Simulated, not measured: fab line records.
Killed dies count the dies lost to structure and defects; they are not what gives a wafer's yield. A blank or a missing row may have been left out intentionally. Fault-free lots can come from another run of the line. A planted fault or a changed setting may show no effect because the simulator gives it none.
Which tool is to blame? || flow sky130 || 42 wafers from 14 lots sampled at 4 of the route's 708 steps

WHAT THE GAUGES READ, wafer by wafer
SKY_POLY_GATE_THK_MEAS_01.
{"lot": "L936", "measured": "day 14 06:16", "on": "film_metro-02", "POLY_GATE_CVD_00_THK (nm)": "179.7 178.2 178.1"}
{"lot": "L937", "measured": "day 14 12:39", "on": "film_metro-01", "POLY_GATE_CVD_00_THK (nm)": "180.2 179.8 180.2"}
{"lot": "L939", "measured": "day 15 06:43", "on": "film_metro-02", "POLY_GATE_CVD_00_THK (nm)": "181.7 180.5 181.3"}
{"lot": "L940", "measured": "day 15 18:31", "on": "film_metro-01", "POLY_GATE_CVD_00_THK (nm)": "177.0 179.0 179.0"}
{"lot": "L942", "measured": "day 16 08:07", "on": "film_metro-02", "POLY_GATE_CVD_00_THK (nm)": "176.5 176.1 176.6"}
{"lot": "L943", "measured": "day 17 04:24", "on": "film_metro-04", "POLY_GATE_CVD_00_THK (nm)": "176.8 180.3 177.9"}
{"lot": "L947", "measured": "day 18 18:20", "on": "film_metro-04", "POLY_GATE_CVD_00_THK (nm)": "178.4 179.3 177.3"}
{"lot": "L948", "measured": "day 18 18:20", "on": "film_metro-02", "POLY_GATE_CVD_00_THK (nm)": "179.4 178.5 180.5"}
{"lot": "L952", "measured": "day 20 02:32", "on": "film_metro-01", "POLY_GATE_CVD_00_THK (nm)": "181.3 180.1 180.8"}
{"lot": "L953", "measured": "day 20 09:30", "on": "film_metro-04", "POLY_GATE_CVD_00_THK (nm)": "179.4 179.0 179.3"}
{"lot": "L954", "measured": "day 20 17:07", "on": "film_metro-04", "POLY_GATE_CVD_00_THK (nm)": "178.6 178.8 178.5"}
{"lot": "L955", "measured": "day 20 20:24", "on": "film_metro-02", "POLY_GATE_CVD_00_THK (nm)": "183.5 181.1 184.7"}
{"lot": "L957", "measured": "day 21 21:59", "on": "film_metro-02", "POLY_GATE_CVD_00_THK (nm)": "179.1 178.8 178.3"}
{"lot": "L958", "measured": "day 22 02:19", "on": "film_metro-01", "POLY_GATE_CVD_00_THK (nm)": "181.1 181.7 179.5"}

SKY_RES_XHIGH_TW_MEAS_09.
{"lot": "L936", "measured": "day 27 08:09", "on": "film_metro-01", "RES_XHIGH_TW": "1646 1642 1649"}
{"lot": "L937", "measured": "day 27 14:38", "on": "film_metro-02", "RES_XHIGH_TW": "1638 1634 1638"}
{"lot": "L939", "measured": "day 28 05:27", "on": "film_metro-04", "RES_XHIGH_TW": "1642 1646 1651"}
{"lot": "L940", "measured": "day 28 19:50", "on": "film_metro-02", "RES_XHIGH_TW": "1652 1650 1647"}
{"lot": "L942", "measured": "day 29 09:39", "on": "film_metro-02", "RES_XHIGH_TW": "1643 1651 1650"}
{"lot": "L943", "measured": "day 30 03:43", "on": "film_metro-01", "RES_XHIGH_TW": "1646 1642 1637"}
{"lot": "L947", "measured": "day 31 15:17", "on": "film_metro-01", "RES_XHIGH_TW": "1641 1647 1638"}
{"lot": "L948", "measured": "day 31 13:55", "on": "film_metro-01", "RES_XHIGH_TW": "1636 1634 1640"}
{"lot": "L954", "measured": "day 33 13:43", "on": "film_metro-04", "RES_XHIGH_TW": "1642 1651 1643"}
{"lot": "L955", "measured": "day 33 07:50", "on": "film_metro-01", "RES_XHIGH_TW": "1662 1665 1653"}
{"lot": "L957", "measured": "day 34 04:54", "on": "film_metro-04", "RES_XHIGH_TW": "1633 1640 1635"}
{"lot": "L958", "measured": "day 34 09:08", "on": "film_metro-04", "RES_XHIGH_TW": "1643 1644 1638"}

TOOL THAT RAN EACH LOT (tool first, then ch and the chambers of the sampled wafers, then the start)
{"lot": "L936", "SKY_POLY_GATE_STRIP_18": "plasma_asher-01 ch 0,1, day 16 19:31", "SKY_POLY_CUT_EXPOSE_05": "krf_scanner-02 ch 0, day 24 05:12"}
{"lot": "L937", "SKY_POLY_GATE_STRIP_18": "plasma_asher-03 ch 0,1, day 17 01:22", "SKY_POLY_CUT_EXPOSE_05": "krf_scanner-02 ch 0, day 24 11:13"}
{"lot": "L939", "SKY_POLY_GATE_STRIP_18": "plasma_asher-02 ch 0,1, day 17 17:59", "SKY_POLY_CUT_EXPOSE_05": "krf_scanner-02 ch 0, day 25 02:31"}
{"lot": "L940", "SKY_POLY_GATE_STRIP_18": "plasma_asher-02 ch 0,1, day 18 08:13", "SKY_POLY_CUT_EXPOSE_05": "krf_scanner-01 ch 0, day 25 17:51"}
{"lot": "L942", "SKY_POLY_GATE_STRIP_18": "plasma_asher-01 ch 0,1, day 19 00:09", "SKY_POLY_CUT_EXPOSE_05": "krf_scanner-02 ch 0, day 26 08:56"}
{"lot": "L943", "SKY_POLY_GATE_STRIP_18": "plasma_asher-01 ch 0,1, day 19 20:22", "SKY_POLY_CUT_EXPOSE_05": "krf_scanner-01 ch 0, day 27 02:55"}
{"lot": "L947", "SKY_POLY_GATE_STRIP_18": "plasma_asher-01 ch 0,1, day 21 11:56", "SKY_POLY_CUT_EXPOSE_05": "krf_scanner-01 ch 0, day 28 16:22"}
{"lot": "L948", "SKY_POLY_GATE_STRIP_18": "plasma_asher-03 ch 0,1, day 21 10:47", "SKY_POLY_CUT_EXPOSE_05": "krf_scanner-01 ch 0, day 28 14:28"}
{"lot": "L952", "SKY_POLY_GATE_STRIP_18": "plasma_asher-03 ch 0,1, day 22 19:52", "SKY_POLY_CUT_EXPOSE_05": "krf_scanner-02, day 29 19:25"}
{"lot": "L953", "SKY_POLY_GATE_STRIP_18": "plasma_asher-03 ch 0,1, day 23 02:13", "SKY_POLY_CUT_EXPOSE_05": "krf_scanner-02, day 30 02:33"}
{"lot": "L954", "SKY_POLY_GATE_STRIP_18": "plasma_asher-03 ch 0,1, day 23 10:51", "SKY_POLY_CUT_EXPOSE_05": "krf_scanner-02 ch 0, day 30 17:28"}
{"lot": "L955", "SKY_POLY_GATE_STRIP_18": "plasma_asher-02 ch 0,1, day 23 13:16", "SKY_POLY_CUT_EXPOSE_05": "krf_scanner-01 ch 0, day 30 11:52"}
{"lot": "L957", "SKY_POLY_GATE_STRIP_18": "plasma_asher-02 ch 0,1, day 24 13:31", "SKY_POLY_CUT_EXPOSE_05": "krf_scanner-02 ch 0, day 31 10:42"}
{"lot": "L958", "SKY_POLY_GATE_STRIP_18": "plasma_asher-03 ch 0,1, day 24 17:29", "SKY_POLY_CUT_EXPOSE_05": "krf_scanner-02 ch 0, day 31 14:34"}
- SKY_POLY_GATE_STRIP_18: strips in O2/N2.
- SKY_POLY_CUT_EXPOSE_05: exposes mask NPCM, target cd 270 nm.

WHAT THE TOOLS THEMSELVES READ (means of the sampled wafers that have a number; where no wafer has one, the mark that the record gives instead)
SKY_POLY_GATE_STRIP_18.
{"lot": "L936", "tool": "plasma_asher-01", "drypump_motor_current_A (A)": 6.2, "oes_product_au (a.u.)": 0.360, "strip_time_to_endpoint_s (s)": 3.17}
{"lot": "L937", "tool": "plasma_asher-03", "drypump_motor_current_A (A)": 5.9, "oes_product_au (a.u.)": 0.360, "strip_time_to_endpoint_s (s)": 3.15}
{"lot": "L939", "tool": "plasma_asher-02", "drypump_motor_current_A (A)": 6.1, "oes_product_au (a.u.)": 0.362, "strip_time_to_endpoint_s (s)": 3.18}
{"lot": "L940", "tool": "plasma_asher-02", "drypump_motor_current_A (A)": 5.6, "oes_product_au (a.u.)": 0.359, "strip_time_to_endpoint_s (s)": 3.20}
{"lot": "L942", "tool": "plasma_asher-01", "drypump_motor_current_A (A)": 6.0, "oes_product_au (a.u.)": 0.357, "strip_time_to_endpoint_s (s)": 3.13}
{"lot": "L943", "tool": "plasma_asher-01", "drypump_motor_current_A (A)": 6.0, "oes_product_au (a.u.)": 0.362, "strip_time_to_endpoint_s (s)": 3.19}
{"lot": "L947", "tool": "plasma_asher-01", "drypump_motor_current_A (A)": 6.0, "oes_product_au (a.u.)": 0.359, "strip_time_to_endpoint_s (s)": 3.14}
{"lot": "L948", "tool": "plasma_asher-03", "drypump_motor_current_A (A)": 5.8, "oes_product_au (a.u.)": 0.362, "strip_time_to_endpoint_s (s)": 3.17}
{"lot": "L952", "tool": "plasma_asher-03", "drypump_motor_current_A (A)": 5.9, "oes_product_au (a.u.)": 0.359, "strip_time_to_endpoint_s (s)": 3.20}
{"lot": "L953", "tool": "plasma_asher-03", "drypump_motor_current_A (A)": 5.9, "oes_product_au (a.u.)": 0.360, "strip_time_to_endpoint_s (s)": 3.17}
{"lot": "L954", "tool": "plasma_asher-03", "drypump_motor_current_A (A)": 5.9, "oes_product_au (a.u.)": 0.363, "strip_time_to_endpoint_s (s)": 3.17}
{"lot": "L955", "tool": "plasma_asher-02", "drypump_motor_current_A (A)": 6.1, "oes_product_au (a.u.)": 0.361, "strip_time_to_endpoint_s (s)": 3.15}
{"lot": "L957", "tool": "plasma_asher-02", "drypump_motor_current_A (A)": 6.1, "oes_product_au (a.u.)": 0.356, "strip_time_to_endpoint_s (s)": 3.18}
{"lot": "L958", "tool": "plasma_asher-03", "drypump_motor_current_A (A)": 5.9, "oes_product_au (a.u.)": 0.357, "strip_time_to_endpoint_s (s)": 3.13}

SKY_POLY_CUT_EXPOSE_05.
{"lot": "L936", "tool": "krf_scanner-02", "exposure_dose_mJ_cm2": 31.95, "focus_offset_nm (nm)": -0.1, "reticle_temp_C (C)": 22.95}
{"lot": "L937", "tool": "krf_scanner-02", "exposure_dose_mJ_cm2": 32.03, "focus_offset_nm (nm)": -0.5, "reticle_temp_C (C)": 23.03}
{"lot": "L939", "tool": "krf_scanner-02", "exposure_dose_mJ_cm2": 32.05, "focus_offset_nm (nm)": 0.0, "reticle_temp_C (C)": 23.06}
{"lot": "L940", "tool": "krf_scanner-01", "exposure_dose_mJ_cm2": 31.95, "focus_offset_nm (nm)": -0.7, "reticle_temp_C (C)": 22.83}
{"lot": "L942", "tool": "krf_scanner-02", "exposure_dose_mJ_cm2": 32.01, "focus_offset_nm (nm)": -1.0, "reticle_temp_C (C)": 23.11}
{"lot": "L943", "tool": "krf_scanner-01", "exposure_dose_mJ_cm2": 31.94, "focus_offset_nm (nm)": 0.3, "reticle_temp_C (C)": 23.00}
{"lot": "L947", "tool": "krf_scanner-01", "exposure_dose_mJ_cm2": 31.95, "focus_offset_nm (nm)": -0.2, "reticle_temp_C (C)": 22.99}
{"lot": "L948", "tool": "krf_scanner-01", "exposure_dose_mJ_cm2": 31.99, "focus_offset_nm (nm)": 0.3, "reticle_temp_C (C)": 22.73}
{"lot": "L952", "tool": "krf_scanner-02", "exposure_dose_mJ_cm2": "-", "focus_offset_nm (nm)": "-", "reticle_temp_C (C)": "-"}
{"lot": "L953", "tool": "krf_scanner-02", "exposure_dose_mJ_cm2": "-", "focus_offset_nm (nm)": "-", "reticle_temp_C (C)": "-"}
{"lot": "L954", "tool": "krf_scanner-02", "exposure_dose_mJ_cm2": 31.98, "focus_offset_nm (nm)": 0.1, "reticle_temp_C (C)": 22.95}
{"lot": "L955", "tool": "krf_scanner-01", "exposure_dose_mJ_cm2": 31.95, "focus_offset_nm (nm)": 0.7, "reticle_temp_C (C)": 23.03}
{"lot": "L957", "tool": "krf_scanner-02", "exposure_dose_mJ_cm2": 32.00, "focus_offset_nm (nm)": 0.8, "reticle_temp_C (C)": 23.16}
{"lot": "L958", "tool": "krf_scanner-02", "exposure_dose_mJ_cm2": 32.00, "focus_offset_nm (nm)": 0.7, "reticle_temp_C (C)": 23.04}

THE ANSWER, worked out from the rows above alone
Rule: usual is defined by the lots themselves. Put in order of their means at a reading, lots are off if they are a third of the lots or fewer, leave a main group of 4 or more, and stand apart from it by a gap of 3 or more times the standard deviation of the main group's means; of several such gaps the widest counts. A main group whose means are all the same, to the digits that the tables above print for the reading, isn't used. Also off: a lot with no number at a reading for which 4 or more lots have one. All remaining lots with rows at the step are treated as sound. The gauges are gone through in route order, then the tools' own readings, and for those a lot's mean is taken as printed above. At the first step where some lot is off, the reading lying furthest off is the one used; lots without a number count as furthest.
Off: L952, L953, at SKY_POLY_CUT_EXPOSE_05 (exposure_dose_mJ_cm2). Without a number there: L952, L953. Mean 31.98 and standard deviation 0.034 in the main group.
If a tool, at that step or one of the process steps before it, ran each lot that is off and ran no sound lot following the first of them, it fits. Of those tried, none fits.

WHAT HAD BEEN PUT IN BY THE SIMULATOR
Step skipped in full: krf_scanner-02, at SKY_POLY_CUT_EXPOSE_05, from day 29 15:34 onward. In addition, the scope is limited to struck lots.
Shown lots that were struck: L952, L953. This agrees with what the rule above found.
